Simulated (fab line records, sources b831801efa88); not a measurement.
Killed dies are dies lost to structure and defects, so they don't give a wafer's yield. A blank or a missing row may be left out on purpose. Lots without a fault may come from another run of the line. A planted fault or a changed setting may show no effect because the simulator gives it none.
fab line records | flow sky130
record lots=5 wafers=15 last_day=48
route steps=708 shown DNWELL@43 PWDE@45 NWELL@56
lots that met no fault: from a run of the same line without faults
start_h: hours from the record's first day to the start of the lot's first wafer shown | wait_h: hours since the lot's step before | " the same as in the row above | L1.1+2: a row that stands for several wafers | - no value, or no start given | * or withheld: withheld | < > ~ a bound
route shown NAME@n: a module of which the file shows steps, and the number in the route of the first | usual: mean/standard deviation of fault-free wafers | same: alike in all rows | chamber/n: place in a boat | sites: the reading at each site | _std_site: their standard deviation | _edge_site: outer sites' mean less inner sites' | radius_mm: how far each site lies from the wafer's centre | mask NAME#n: copy n | behind: the tool/chamber that last shaped the wafer | hold: why the lot was held/for how many hours/how that ended | device: the transistor (n, p or np) that didn't switch | end of line: the same wafers' tests at the end of the route | a step without rows: its recipe alone | killed: dies lost to structure and defects at the first sort, not the wafer's yield | map: a wafer's dies, x killed, . not, _ none there
set.NAME: the setting as run; set.NAME@STEP: as run at that earlier step | model.NAME: the simulator's own value behind a step, which no gauge read
lots at some steps of the route; a table a step, a row a wafer
services: from which hour (start_h, from the record's first day; less than 0 if before it) a tool's chamber was out of use, for how many hours, and why
## steps
# step SKY_DNWELL_STRIP_08
# recipe chemistry=O2/N2 power_w=1400 pressure_mtorr=1500 platen_temp_c=withheld o2_flow_sccm=3000 n2_flow_sccm=300 overash_fraction=0.5
# usual drypump_motor_current_A=5.7/0.56 oes_product_au=0.723/0.0044 strip_time_to_endpoint_s=36.94/0.12
# columns lot.wafer tool chamber start_h wait_h drypump_motor_current_A oes_product_au rf_hours_counter_h strip_time_to_endpoint_s
L075.2 plasma_asher-04 1 59.82 0.1 5.1 0.720 39 36.92
L075.4 " 0 " " 5.1 0.728 - 36.97
L075.5 " 1 " " 5.1 0.723 - 36.94
L077.2 plasma_asher-04 0 66.84 0.1 5.1 0.726 40 36.97
L077.3 " 0 " " 5.1 0.731 - 37.04
L077.6 " 0 " " 5.1 0.716 - 37.08
L080.1 plasma_asher-02 1 85.07 0.1 6.3 0.727 40 37.02
L080.4 " 1 " " 6.3 0.723 - 37.07
L080.6 " 1 " " 6.3 0.728 - 37.12
L086.3 plasma_asher-01 1 116.91 0.1 5.4 0.716 - 36.97
L086.5 " 1 " " 5.4 0.715 - 37.00
L086.6 " 0 " " 6.1 0.722 - 37.03
L087.1 plasma_asher-04 0 119.99 0.1 5.1 0.723 0 36.86
L087.3 " 1 " " 5.1 0.723 - 36.82
L087.5 " 0 " " 5.1 0.718 - 36.85
# step SKY_DNWELL_TW_MEAS_09
# usual DNWELL_TW=1112/7.9
# columns lot.wafer tool chamber start_h wait_h DNWELL_TW
L075.2 film_metro-02 - 59.93 0.1 1099
L075.4 " - " " 1104
L075.5 " - " " 1111
L077.2 film_metro-02 - 66.95 0.1 1108
L077.3 " - " " 1100
L077.6 " - " " 1105
L080.1 film_metro-04 - 85.17 0.1 1111
L080.4 " - " " 1118
L080.6 " - " " 1117
L086.3 film_metro-03 - 116.99 0.1 1122
L086.5 " - " " 1116
L086.6 " - " " 1115
L087.1 film_metro-02 - 120.09 0.1 1108
L087.3 " - " " 1113
L087.5 " - " " 1115
# step SKY_PWDE_DEHYDRATE_00
# recipe temp_c=200 time_s=60
# usual heater_power_total_W=160.37/0.13
# columns lot.wafer tool chamber start_h wait_h heater_power_total_W
L075.2 litho_track-03 0 67.05 7.1 160.20
L075.4 " 0 " " 160.54
L075.5 " 0 " " 160.37
L077.2 litho_track-04 0 74.81 7.9 160.46
L077.3 " 0 " " 160.33
L077.6 " 0 " " 160.38
L080.1 litho_track-01 0 93.62 8.4 160.34
L080.4 " 0 " " 160.45
L080.6 " 0 " " 160.20
L086.3 litho_track-01 0 124.62 7.6 160.56
L086.5 " 0 " " 160.10
L086.6 " 0 " " 160.35
L087.1 litho_track-01 0 128.97 8.9 160.27
L087.3 " 0 " " 160.42
L087.5 " 0 " " 160.20
# step SKY_PWDE_HMDS_01
# recipe prime_time_s=60 prime_temp_c=120
# columns lot.wafer tool chamber start_h wait_h
L075.2+4+5 litho_track-03 0 67.20 0.1
L077.2+3+6 litho_track-04 0 74.96 0.1
L080.1+4+6 litho_track-01 0 93.77 0.1
L086.3+5+6 litho_track-01 0 124.77 0.1
L087.1+3+5 litho_track-01 0 129.12 0.1
# step SKY_PWDE_COAT_02
# recipe spin_rpm=2000 resist_thk_nm=3000
# columns lot.wafer tool chamber start_h wait_h
L075.2+4+5 litho_track-03 0 67.35 0.1
L077.2+3+6 litho_track-04 0 75.11 0.1
L080.1+4+6 litho_track-01 0 93.92 0.1
L086.3+5+6 litho_track-01 0 124.92 0.1
L087.1+3+5 litho_track-01 0 129.27 0.1
# step SKY_PWDE_SOFTBAKE_03
# recipe temp_c=110 time_s=withheld
# usual heater_power_total_W=65.33/0.14
# columns lot.wafer tool chamber start_h wait_h heater_power_total_W
L075.2 litho_track-03 0 67.51 0.1 65.32
L075.4 " 0 " " 65.35
L075.5 " 0 " " 65.43
L077.2 litho_track-04 0 75.27 0.1 65.51
L077.3 " 0 " " 65.16
L077.6 " 0 " " 65.13
L080.1 litho_track-01 0 94.07 0.1 65.50
L080.4 " 0 " " 65.30
L080.6 " 0 " " 65.44
L086.3 litho_track-01 0 125.08 0.1 65.11
L086.5 " 0 " " 65.53
L086.6 " 0 " " 65.35
L087.1 litho_track-01 0 129.42 0.1 65.19
L087.3 " 0 " " 65.29
L087.5 " 0 " " 65.38
# step SKY_PWDE_EXPOSE_04
# recipe mask_id=PWDEM na=0.6 source_shape=conventional sigma_outer=0.6 polarization=unpolarized target_cd_nm=840 dose_mj=214
# usual exposure_dose_mJ_cm2=213.97/0.21
# same na=0.6
# columns lot.wafer tool chamber start_h wait_h mask exposure_dose_mJ_cm2
L075.2 iline_stepper-01 0 - - PWDEM#0 213.76
L075.4 " 0 " " PWDEM#0 213.90
L075.5 " 0 " " PWDEM#0 213.72
L077.2 iline_stepper-02 0 - - PWDEM#0 214.04
L077.3 " 0 " " PWDEM#0 214.14
L077.6 " 0 " " PWDEM#0 214.05
L080.1 iline_stepper-01 0 - - PWDEM#0 213.82
L080.4 " 0 " " PWDEM#0 213.59
L080.6 " 0 " " PWDEM#0 213.69
L086.3 iline_stepper-01 0 - - PWDEM#0 213.91
L086.5 " 0 " " PWDEM#0 213.96
L086.6 " 0 " " PWDEM#0 214.04
L087.1 iline_stepper-02 0 - - PWDEM#0 214.15
L087.3 " 0 " " PWDEM#0 214.26
L087.5 " 0 " " PWDEM#0 214.02
# step SKY_PWDE_PEB_05
# recipe temp_c=115 time_s=withheld
# usual heater_power_total_W=69.34/0.13
# columns lot.wafer tool chamber start_h wait_h heater_power_total_W
L075.2 litho_track-03 0 - - 69.23
L075.4 " 0 " " 69.16
L075.5 " 0 " " 69.16
L077.2 litho_track-01 0 - - 69.15
L077.3 " 0 " " 69.36
L077.6 " 0 " " 69.20
L080.1 litho_track-01 0 - - 69.32
L080.4 " 0 " " 69.27
L080.6 " 0 " " 69.20
L086.3 litho_track-01 0 - - 69.46
L086.5 " 0 " " 69.41
L086.6 " 0 " " 69.44
L087.1 litho_track-04 0 - - 69.50
L087.3 " 0 " " 69.14
L087.5 " 0 " " 69.17
# step SKY_PWDE_DEVELOP_06
# recipe wall_angle_deg=90 developer=TMAH develop_time_s=60 dev_temp_c=23
# columns lot.wafer tool chamber start_h wait_h
L075.2+4+5 litho_track-03 0 - -
L077.2+3+6 litho_track-01 0 - -
L080.1+4+6 litho_track-01 0 - -
L086.3+5+6 litho_track-01 0 - -
L087.1+3+5 litho_track-04 0 - -
# step SKY_PWDE_OVL_MEAS_07
# usual PWDE_OVL=-2.2/1.4
# columns lot.wafer tool chamber start_h wait_h PWDE_OVL[nm]
L075.2 overlay-02 - 75.93 - -0.5
L075.4 " - " " 0.5
L075.5 " - " " -0.4
L077.2 overlay-01 - 83.07 - -5.8
L077.3 " - " " -5.2
L077.6 " - " " -5.4
L080.1 overlay-01 - 102.57 - -2.5
L080.4 " - " " -4.2
L080.6 " - " " -3.4
L086.3 overlay-02 - 135.03 - -2.3
L086.5 " - " " -2.9
L086.6 " - " " -3.4
L087.1 overlay-01 - 138.59 - -4.6
L087.3 " - " " -3.9
L087.5 " - " " -3.9
# step SKY_PWDE_IMPLANT_08
# recipe species=B energy_kev=150 dose_cm2=3.6e+12 tilt_deg=withheld
# columns lot.wafer tool chamber start_h wait_h
L075.2+4+5 implanter-02 0 75.99 0.0
L077.2+3+6 implanter-03 0 83.13 0.0
L080.1+4+6 implanter-04 0 102.60 0.0
L086.3+5+6 implanter-03 0 135.10 0.1
L087.1+3+5 implanter-04 0 138.62 0.0
# step SKY_PWDE_STRIP_09
# recipe chemistry=O2/N2 power_w=1400 pressure_mtorr=1500 platen_temp_c=withheld o2_flow_sccm=3000 n2_flow_sccm=300 overash_fraction=0.5
# usual drypump_motor_current_A=5.4/0.41 oes_product_au=0.723/0.0046 strip_time_to_endpoint_s=36.95/0.089
# columns lot.wafer tool chamber start_h wait_h drypump_motor_current_A oes_product_au rf_hours_counter_h strip_time_to_endpoint_s
L075.2 plasma_asher-03 1 76.11 0.1 5.8 0.714 26 36.84
L075.4 " 0 " " 5.0 0.717 - 36.88
L075.5 " 1 " " 5.8 0.731 - 36.93
L077.2 plasma_asher-03 0 83.25 0.1 5.0 0.724 27 36.88
L077.3 " 1 " " 5.8 0.729 - 36.90
L077.6 " 0 " " 5.0 0.716 - 36.92
L080.1 plasma_asher-03 0 102.75 0.1 5.0 0.723 28 36.86
L080.4 " 0 " " 5.0 0.721 - 36.76
L080.6 " 0 " " 5.0 0.731 - 36.84
L086.3 plasma_asher-04 0 135.24 0.1 5.1 0.726 - 36.98
L086.5 " 1 " " 5.1 0.716 - 37.02
L086.6 " 0 " " 5.2 0.716 - 37.08
L087.1 plasma_asher-01 0 138.77 0.1 6.1 0.725 44 36.94
L087.3 " 1 " " 5.4 0.727 - 36.88
L087.5 " 1 " " 5.4 0.717 - 36.84
# step SKY_PWDE_TW_MEAS_10
# usual PWDE_TW=374.7/2.5
# columns lot.wafer tool chamber start_h wait_h PWDE_TW
L075.2 film_metro-03 - 76.22 0.1 373.3
L075.4 " - " " 375.4
L075.5 " - " " 372.4
L077.2 film_metro-04 - 83.36 0.1 374.4
L077.3 " - " " 372.7
L077.6 " - " " 372.0
L080.1 film_metro-02 - 102.85 0.1 370.7
L080.4 " - " " 370.8
L080.6 " - " " 368.7
L086.3 film_metro-03 - 135.32 0.1 375.7
L086.5 " - " " 376.1
L086.6 " - " " 374.6
L087.1 film_metro-04 - 138.87 0.1 378.1
L087.3 " - " " 376.5
L087.5 " - " " 375.8
# step SKY_NWELL_DEHYDRATE_03
# recipe temp_c=200 time_s=60
# usual heater_power_total_W=160.38/0.13
# columns lot.wafer tool chamber start_h wait_h heater_power_total_W
L075.2 litho_track-02 0 83.77 7.5 160.36
L075.4 " 0 " " 160.42
L075.5 " 0 " " 160.23
L077.2 litho_track-04 0 91.76 8.4 160.44
L077.3 " 0 " " 160.37
L077.6 " 0 " " 160.15
L080.1 litho_track-04 0 111.04 8.2 160.22
L080.4 " 0 " " 160.57
L080.6 " 0 " " 160.34
L086.3 litho_track-02 0 143.85 8.5 160.30
L086.5 " 0 " " 160.51
L086.6 " 0 " " 160.40
L087.1 litho_track-01 0 148.02 9.1 160.19
L087.3 " 0 " " 160.62
L087.5 " 0 " " 160.37
# step SKY_NWELL_HMDS_04
# recipe prime_time_s=60 prime_temp_c=120
# columns lot.wafer tool chamber start_h wait_h
L075.2+4+5 litho_track-02 0 83.92 0.1
L077.2+3+6 litho_track-04 0 91.91 0.1
L080.1+4+6 litho_track-04 0 111.19 0.1
L086.3+5+6 litho_track-02 0 144.00 0.1
L087.1+3+5 litho_track-01 0 148.17 0.1
# step SKY_NWELL_COAT_05
# recipe spin_rpm=2000 resist_thk_nm=3000
# columns lot.wafer tool chamber start_h wait_h
L075.2+4+5 litho_track-02 0 84.07 0.1
L077.2+3+6 litho_track-04 0 92.06 0.1
L080.1+4+6 litho_track-04 0 111.34 0.1
L086.3+5+6 litho_track-02 0 144.15 0.1
L087.1+3+5 litho_track-01 0 148.32 0.1
# step SKY_NWELL_SOFTBAKE_06
# recipe temp_c=110 time_s=withheld
# usual heater_power_total_W=65.31/0.13
# columns lot.wafer tool chamber start_h wait_h heater_power_total_W
L075.2 litho_track-02 0 84.23 0.1 65.19
L075.4 " 0 " " 65.16
L075.5 " 0 " " 65.30
L077.2 litho_track-04 0 92.22 0.1 65.52
L077.3 " 0 " " 65.25
L077.6 " 0 " " 65.39
L080.1 litho_track-04 0 111.49 0.1 65.37
L080.4 " 0 " " 65.23
L080.6 " 0 " " 65.52
L086.3 litho_track-02 0 144.32 0.1 65.25
L086.5 " 0 " " 65.40
L086.6 " 0 " " 65.35
L087.1 litho_track-01 0 148.47 0.1 65.58
L087.3 " 0 " " 65.40
L087.5 " 0 " " 65.35
# step SKY_NWELL_EXPOSE_07
# recipe mask_id=NWM na=0.6 source_shape=conventional sigma_outer=0.6 polarization=unpolarized target_cd_nm=840 dose_mj=255
# usual exposure_dose_mJ_cm2=255.03/0.23
# same na=0.6
# columns lot.wafer tool chamber start_h wait_h mask exposure_dose_mJ_cm2
L075.2 iline_stepper-01 0 - - NWM#0 255.07
L075.4 " 0 " " NWM#0 255.36
L075.5 " 0 " " NWM#0 255.29
L077.2 iline_stepper-02 0 - - NWM#0 254.69
L077.3 " 0 " " NWM#0 255.27
L077.6 " 0 " " NWM#0 254.99
L080.1 iline_stepper-01 0 - - NWM#0 254.67
L080.4 " 0 " " NWM#0 254.89
L080.6 " 0 " " NWM#0 254.78
L086.3 iline_stepper-01 0 - - NWM#0 255.19
L086.5 " 0 " " NWM#0 254.99
L086.6 " 0 " " NWM#0 255.09
L087.1 iline_stepper-01 0 - - NWM#0 255.01
L087.3 " 0 " " NWM#0 254.75
L087.5 " 0 " " NWM#0 255.20
# step SKY_NWELL_PEB_08
# recipe temp_c=115 time_s=withheld
# usual heater_power_total_W=69.34/0.13
# columns lot.wafer tool chamber start_h wait_h heater_power_total_W
L075.2 litho_track-01 0 - - 69.13
L075.4 " 0 " " 69.42
L075.5 " 0 " " 69.28
L077.2 litho_track-02 0 - - 69.36
L077.3 " 0 " " 69.35
L077.6 " 0 " " 69.17
L080.1 litho_track-04 0 - - 69.17
L080.4 " 0 " " 69.44
L080.6 " 0 " " 69.50
L086.3 litho_track-04 0 - - 69.51
L086.5 " 0 " " 69.47
L086.6 " 0 " " 69.41
L087.1 litho_track-02 0 - - 69.38
L087.3 " 0 " " 69.40
L087.5 " 0 " " 69.49
# step SKY_NWELL_DEVELOP_09
# recipe wall_angle_deg=90 developer=TMAH develop_time_s=60 dev_temp_c=23
# columns lot.wafer tool chamber start_h wait_h
L075.2+4+5 litho_track-01 0 - -
L077.2+3+6 litho_track-02 0 - -
L080.1+4+6 litho_track-04 0 - -
L086.3+5+6 litho_track-04 0 - -
L087.1+3+5 litho_track-02 0 - -
# step SKY_NWELL_OVL_MEAS_10
# usual NWELL_00_OVL=-1.1/1.5
# columns lot.wafer tool chamber start_h wait_h NWELL_00_OVL[nm]
L075.2 overlay-01 - 93.02 - -1.2
L075.4 " - " " -1.2
L075.5 " - " " -1.6
L077.2 overlay-01 - 100.50 - -1.4
L077.3 " - " " -0.7
L077.6 " - " " 0.5
L080.1 overlay-02 - 120.19 - -2.0
L080.4 " - " " -3.0
L080.6 " - " " -3.1
L086.3 overlay-02 - 154.75 - 0.5
L086.5 " - " " 0.5
L086.6 " - " " 1.2
L087.1 overlay-02 - 158.55 - -3.2
L087.3 " - " " -4.1
L087.5 " - " " -4.7
# step SKY_NWELL_IMPLANT_11
# recipe species=P energy_kev=400 dose_cm2=1.9e+13 tilt_deg=withheld
# columns lot.wafer tool chamber start_h wait_h
L075.2+4+5 implanter-03 0 93.08 0.0
L077.2+3+6 implanter-01 0 100.56 0.0
L080.1+4+6 implanter-04 0 120.22 0.0
L086.3+5+6 implanter-03 0 154.82 0.1
L087.1+3+5 implanter-03 0 158.58 0.0
# step SKY_NWELL_IMPLANT_12
# recipe species=P energy_kev=120 dose_cm2=1.3e+12 tilt_deg=withheld
# columns lot.wafer tool chamber start_h wait_h
L075.2+4+5 implanter-03 0 93.23 0.1
L077.2+3+6 implanter-01 0 100.71 0.1
L080.1+4+6 implanter-04 0 120.37 0.1
L086.3+5+6 implanter-03 0 154.97 0.1
L087.1+3+5 implanter-03 0 158.73 0.1
# step SKY_NWELL_IMPLANT_13
# recipe species=P energy_kev=50 dose_cm2=7e+11 tilt_deg=withheld
# columns lot.wafer tool chamber start_h wait_h
L075.2+4+5 implanter-03 0 93.38 0.1
L077.2+3+6 implanter-01 0 100.86 0.1
L080.1+4+6 implanter-04 0 120.52 0.1
L086.3+5+6 implanter-03 0 155.12 0.1
L087.1+3+5 implanter-03 0 158.88 0.1
# step SKY_NWELL_STRIP_14
# recipe chemistry=O2/N2 power_w=1400 pressure_mtorr=1500 platen_temp_c=withheld o2_flow_sccm=3000 n2_flow_sccm=300 overash_fraction=0.5
# usual drypump_motor_current_A=5.8/0.48 oes_product_au=0.722/0.0044 strip_time_to_endpoint_s=36.98/0.1
# columns lot.wafer tool chamber start_h wait_h drypump_motor_current_A oes_product_au rf_hours_counter_h strip_time_to_endpoint_s
L075.2 plasma_asher-01 0 93.50 0.1 6.1 0.719 39 37.15
L075.4 " 0 " " 6.1 0.721 - 37.05
L075.5 " 1 " " 5.4 0.720 - 37.13
L077.2 plasma_asher-01 1 100.98 0.1 5.4 0.730 40 36.78
L077.3 " 0 " " 6.1 0.724 - 36.87
L077.6 " 0 " " 6.1 0.719 - 36.91
L080.1 plasma_asher-02 0 120.67 0.1 6.4 0.722 44 37.03
L080.4 " 1 " " 6.3 0.721 - 37.14
L080.6 " 1 " " 6.3 0.722 - 37.12
L086.3 plasma_asher-03 1 155.26 0.1 5.8 0.726 - 36.88
L086.5 " 1 " " 5.8 0.722 - 37.02
L086.6 " 0 " " 5.0 0.728 - 36.91
L087.1 plasma_asher-01 1 159.03 0.1 5.4 0.722 46 36.84
L087.3 " 1 " " 5.4 0.722 - 36.89
L087.5 " 0 " " 6.1 0.719 - 37.02
# step SKY_NWELL_TW_MEAS_15
# usual NWELL_TW=1822/10
# columns lot.wafer tool chamber start_h wait_h NWELL_TW
L075.2 film_metro-04 - 93.61 0.1 1822
L075.4 " - " " 1832
L075.5 " - " " 1819
L077.2 film_metro-02 - 101.09 0.1 1805
L077.3 " - " " 1813
L077.6 " - " " 1814
L080.1 film_metro-02 - 120.77 0.1 1821
L080.4 " - " " 1803
L080.6 " - " " 1816
L086.3 film_metro-02 - 155.34 0.1 1820
L086.5 " - " " 1819
L086.6 " - " " 1823
L087.1 film_metro-02 - 159.13 0.1 1811
L087.3 " - " " 1816
L087.5 " - " " 1815
# step SKY_NWELL_DEHYDRATE_16
# recipe temp_c=200 time_s=60
# usual heater_power_total_W=160.37/0.13
# columns lot.wafer tool chamber start_h wait_h heater_power_total_W
L075.2 litho_track-02 0 101.12 7.5 160.30
L075.4 " 0 " " 160.33
L075.5 " 0 " " 160.55
L077.2 litho_track-04 0 109.76 8.7 160.10
L077.3 " 0 " " 160.23
L077.6 " 0 " " 160.25
L080.1 litho_track-04 0 129.49 8.7 160.23
L080.4 " 0 " " 160.50
L080.6 " 0 " " 160.53
L086.3 litho_track-02 0 164.30 8.9 160.29
L086.5 " 0 " " 160.34
L086.6 " 0 " " 160.24
L087.1 litho_track-01 0 168.57 9.4 160.34
L087.3 " 0 " " 160.42
L087.5 " 0 " " 160.35
# step SKY_NWELL_HMDS_17
# recipe prime_time_s=60 prime_temp_c=120
# columns lot.wafer tool chamber start_h wait_h
L075.2+4+5 litho_track-02 0 101.27 0.1
L077.2+3+6 litho_track-04 0 109.91 0.1
L080.1+4+6 litho_track-04 0 129.64 0.1
L086.3+5+6 litho_track-02 0 164.45 0.1
L087.1+3+5 litho_track-01 0 168.72 0.1
# step SKY_NWELL_COAT_18
# recipe spin_rpm=2000 resist_thk_nm=3000
# columns lot.wafer tool chamber start_h wait_h
L075.2+4+5 litho_track-02 0 101.42 0.1
L077.2+3+6 litho_track-04 0 110.06 0.1
L080.1+4+6 litho_track-04 0 129.79 0.1
L086.3+5+6 litho_track-02 0 164.60 0.1
L087.1+3+5 litho_track-01 0 168.87 0.1
# step SKY_NWELL_SOFTBAKE_19
# recipe temp_c=110 time_s=withheld
# usual heater_power_total_W=65.31/0.15
# columns lot.wafer tool chamber start_h wait_h heater_power_total_W
L075.2 litho_track-02 0 101.58 0.1 65.44
L075.4 " 0 " " 65.16
L075.5 " 0 " " 65.53
L077.2 litho_track-04 0 110.22 0.1 65.20
L077.3 " 0 " " 65.17
L077.6 " 0 " " 65.42
L080.1 litho_track-04 0 129.94 0.1 65.46
L080.4 " 0 " " 65.35
L080.6 " 0 " " 65.41
L086.3 litho_track-02 0 164.77 0.1 65.15
L086.5 " 0 " " 65.20
L086.6 " 0 " " 65.15
L087.1 litho_track-01 0 169.02 0.1 65.59
L087.3 " 0 " " 65.14
L087.5 " 0 " " 65.48
# step SKY_NWELL_EXPOSE_20
# recipe mask_id=NWM_COMPLEMENT na=0.6 source_shape=conventional sigma_outer=0.6 polarization=unpolarized target_cd_nm=840 dose_mj=260
# usual exposure_dose_mJ_cm2=260.03/0.25
# same na=0.6
# columns lot.wafer tool chamber start_h wait_h mask exposure_dose_mJ_cm2
L075.2 iline_stepper-01 0 - - NWM_COMPLEMENT#0 259.81
L075.4 " 0 " " NWM_COMPLEMENT#0 259.81
L075.5 " 0 " " NWM_COMPLEMENT#0 259.64
L077.2 iline_stepper-01 0 - - NWM_COMPLEMENT#0 260.05
L077.3 " 0 " " NWM_COMPLEMENT#0 259.89
L077.6 " 0 " " NWM_COMPLEMENT#0 259.80
L080.1 iline_stepper-02 0 - - NWM_COMPLEMENT#0 260.27
L080.4 " 0 " " NWM_COMPLEMENT#0 260.74
L080.6 " 0 " " NWM_COMPLEMENT#0 260.55
L086.3 iline_stepper-02 0 - - NWM_COMPLEMENT#0 259.95
L086.5 " 0 " " NWM_COMPLEMENT#0 259.68
L086.6 " 0 " " NWM_COMPLEMENT#0 259.63
L087.1 iline_stepper-02 0 - - NWM_COMPLEMENT#0 260.30
L087.3 " 0 " " NWM_COMPLEMENT#0 260.05
L087.5 " 0 " " NWM_COMPLEMENT#0 260.32
# step SKY_NWELL_PEB_21
# recipe temp_c=115 time_s=withheld
# usual heater_power_total_W=69.35/0.13
# columns lot.wafer tool chamber start_h wait_h heater_power_total_W
L075.2 litho_track-01 0 - - 69.51
L075.4 " 0 " " 69.35
L075.5 " 0 " " 69.51
L077.2 litho_track-02 0 - - 69.32
L077.3 " 0 " " 69.21
L077.6 " 0 " " 69.49
L080.1 litho_track-01 0 - - 69.23
L080.4 " 0 " " 69.18
L080.6 " 0 " " 69.36
L086.3 litho_track-01 0 - - 69.38
L086.5 " 0 " " 69.43
L086.6 " 0 " " 69.17
L087.1 litho_track-01 0 - - 69.53
L087.3 " 0 " " 69.50
L087.5 " 0 " " 69.28
# step SKY_NWELL_DEVELOP_22
# recipe wall_angle_deg=90 developer=TMAH develop_time_s=60 dev_temp_c=23
# columns lot.wafer tool chamber start_h wait_h
L075.2+4+5 litho_track-01 0 - -
L077.2+3+6 litho_track-02 0 - -
L080.1+4+6 litho_track-01 0 - -
L086.3+5+6 litho_track-01 0 - -
L087.1+3+5 litho_track-01 0 - -
# step SKY_NWELL_OVL_MEAS_23
# usual NWELL_01_OVL=-0.7/1.4
# columns lot.wafer tool chamber start_h wait_h NWELL_01_OVL[nm]
L075.2 overlay-01 - 110.42 - -0.4
L075.4 " - " " -1.9
L075.5 " - " " -2.0
L077.2 overlay-01 - 119.10 - -1.4
L077.3 " - " " -0.1
L077.6 " - " " 0.2
L080.1 overlay-02 - 139.12 - -0.4
L080.4 " - " " -1.0
L080.6 " - " " -0.8
L086.3 overlay-01 - 175.63 - 0.2
L086.5 " - " " 1.6
L086.6 " - " " -2.0
L087.1 overlay-01 - 179.07 - -0.6
L087.3 " - " " 0.2
L087.5 " - " " -1.2
# step SKY_NWELL_IMPLANT_24
# recipe species=B energy_kev=140 dose_cm2=9.2e+12 tilt_deg=withheld
# columns lot.wafer tool chamber start_h wait_h
L075.2+4+5 implanter-03 0 110.48 0.0
L077.2+3+6 implanter-03 0 119.16 0.0
L080.1+4+6 implanter-03 0 139.15 0.0
L086.3+5+6 implanter-04 0 175.70 0.1
L087.1+3+5 implanter-03 0 179.10 0.0
# step SKY_NWELL_STRIP_25
# recipe chemistry=O2/N2 power_w=1400 pressure_mtorr=1500 platen_temp_c=withheld o2_flow_sccm=3000 n2_flow_sccm=300 overash_fraction=0.5
# usual drypump_motor_current_A=5.9/0.51 oes_product_au=0.723/0.0048 strip_time_to_endpoint_s=37.00/0.1
# columns lot.wafer tool chamber start_h wait_h drypump_motor_current_A oes_product_au rf_hours_counter_h strip_time_to_endpoint_s
L075.2 plasma_asher-03 1 110.60 0.1 5.8 0.720 29 36.88
L075.4 " 1 " " 5.8 0.714 - 36.90
L075.5 " 1 " " 5.8 0.722 - 37.00
L077.2 plasma_asher-03 1 119.28 0.1 5.8 0.720 30 37.10
L077.3 " 1 " " 5.8 0.716 - 37.04
L077.6 " 1 " " 5.8 0.733 - 37.04
L080.1 plasma_asher-01 0 139.30 0.1 6.1 0.720 44 37.02
L080.4 " 0 " " 6.1 0.723 - 37.03
L080.6 " 0 " " 6.1 0.729 - 37.03
L086.3 plasma_asher-03 0 175.84 0.1 5.0 0.722 - 37.05
L086.5 " 1 " " 5.9 0.716 - 37.13
L086.6 " 0 " " 5.0 0.728 - 37.02
L087.1 plasma_asher-01 1 179.25 0.1 5.4 0.725 48 37.10
L087.3 " 0 " " 6.1 0.731 - 36.92
L087.5 " 0 " " 6.1 0.719 - 37.09
# step SKY_NWELL_TW_MEAS_26
# usual NWELL_2_TW=497/3.1
# columns lot.wafer tool chamber start_h wait_h NWELL_2_TW
L075.2 film_metro-03 - 110.71 0.1 497
L075.4 " - " " 499
L075.5 " - " " 496
L077.2 film_metro-04 - 119.39 0.1 500
L077.3 " - " " 499
L077.6 " - " " 498
L080.1 film_metro-04 - 139.40 0.1 498
L080.4 " - " " 499
L080.6 " - " " 500
L086.3 film_metro-02 - 175.92 0.1 498
L086.5 " - " " 498
L086.6 " - " " 497
L087.1 film_metro-03 - 179.35 0.1 493
L087.3 " - " " 493
L087.5 " - " " 495
# step SKY_NWELL_CLEAN_27
# recipe chemistry=SC1/SC2 mix=1:4:20 temp_c=70 time_s=150 dry=n2_spin
# columns lot.wafer tool chamber start_h wait_h
L075.2+4+5 wet_bench-04 3 110.76 0.0
L077.2+3+6 wet_bench-01 3 119.44 0.0
L080.1+4+6 wet_bench-01 2 139.46 0.1
L086.3+5+6 wet_bench-04 3 175.96 0.0
L087.1+3+5 wet_bench-02 3 179.41 0.1
# step SKY_NWELL_RTA_28
# recipe temp_c=1050 time_s=30 idle_temp_c=650 ramp_up_c_per_s=150 ramp_down_c_per_s=90 ambient=N2
# usual chamber_o2_ppm=1.994/0.02 lamp_power_pct=25.30/0.049 wafer_temp_C_max=1054.8/0.97
# columns lot.wafer tool chamber start_h wait_h chamber_o2_ppm lamp_power_pct wafer_temp_C_max
L075.2 rtp_anneal-02 0 110.83 0.0 1.999 25.33 1055.4
L075.4 " 0 " " 1.990 25.28 1053.7
L075.5 " 0 " " 2.021 25.32 1053.2
L077.2 rtp_anneal-01 0 119.51 0.0 1.992 25.34 1055.1
L077.3 " 0 " " 2.012 25.28 1055.1
L077.6 " 0 " " 1.987 25.29 1055.5
L080.1 rtp_anneal-02 0 139.51 0.0 1.994 25.36 1055.8
L080.4 " 0 " " 2.021 25.32 1055.8
L080.6 " 0 " " 2.037 25.29 1054.5
L086.3 rtp_anneal-02 0 176.05 0.0 1.988 25.31 1052.9
L086.5 " 0 " " 1.994 25.26 1053.3
L086.6 " 0 " " 1.968 25.33 1057.4
L087.1 rtp_anneal-01 0 179.46 0.0 2.012 25.20 1055.0
L087.3 " 0 " " 2.011 25.27 1055.2
L087.5 " 0 " " 1.990 25.28 1056.9
# step SKY_NWELL_RS_MEAS_29
# recipe thk_meas_gauge=four-point-probe
# usual NWELL_RS=624.8/1.5
# columns lot.wafer tool chamber start_h wait_h NWELL_RS[ohm/sq]
L075.2 film_metro-02 - 110.93 0.1 625.2
L075.4 " - " " 622.9
L075.5 " - " " 625.0
L077.2 film_metro-04 - 119.61 0.1 625.3
L077.3 " - " " 626.6
L077.6 " - " " 625.2
L080.1 film_metro-04 - 139.61 0.1 624.8
L080.4 " - " " 626.1
L080.6 " - " " 626.5
L086.3 film_metro-03 - 176.15 0.1 624.8
L086.5 " - " " 623.2
L086.6 " - " " 625.3
L087.1 film_metro-02 - 179.56 0.1 623.3
L087.3 " - " " 624.2
L087.5 " - " " 622.5
## services
# columns tool chamber start_h hours kind
iline_stepper-02 - 42.14 0.7 repair
iline_stepper-01 - 45.78 9.0 repair
implanter-03 - 48.81 4.6 pm
implanter-04 - 68.20 15.5 repair
iline_stepper-01 - 68.41 1.7 pm
iline_stepper-02 - 77.89 3.3 repair
implanter-03 - 85.11 4.9 repair
plasma_asher-04 - 108.75 9.0 pm
plasma_asher-04 0 108.75 9.0 vent_cycle
plasma_asher-04 1 108.75 9.0 vent_cycle
plasma_asher-04 0 117.75 - clean
plasma_asher-04 1 117.75 - clean
implanter-03 - 126.78 5.0 repair
litho_track-03 - 127.74 - consumable_replace:filter
implanter-02 - 133.85 3.7 pm
iline_stepper-02 - 135.78 9.0 repair
iline_stepper-01 - 152.08 1.4 repair
implanter-02 - 160.02 4.9 repair
plasma_asher-03 - 162.50 0.8 repair
## key
fault none
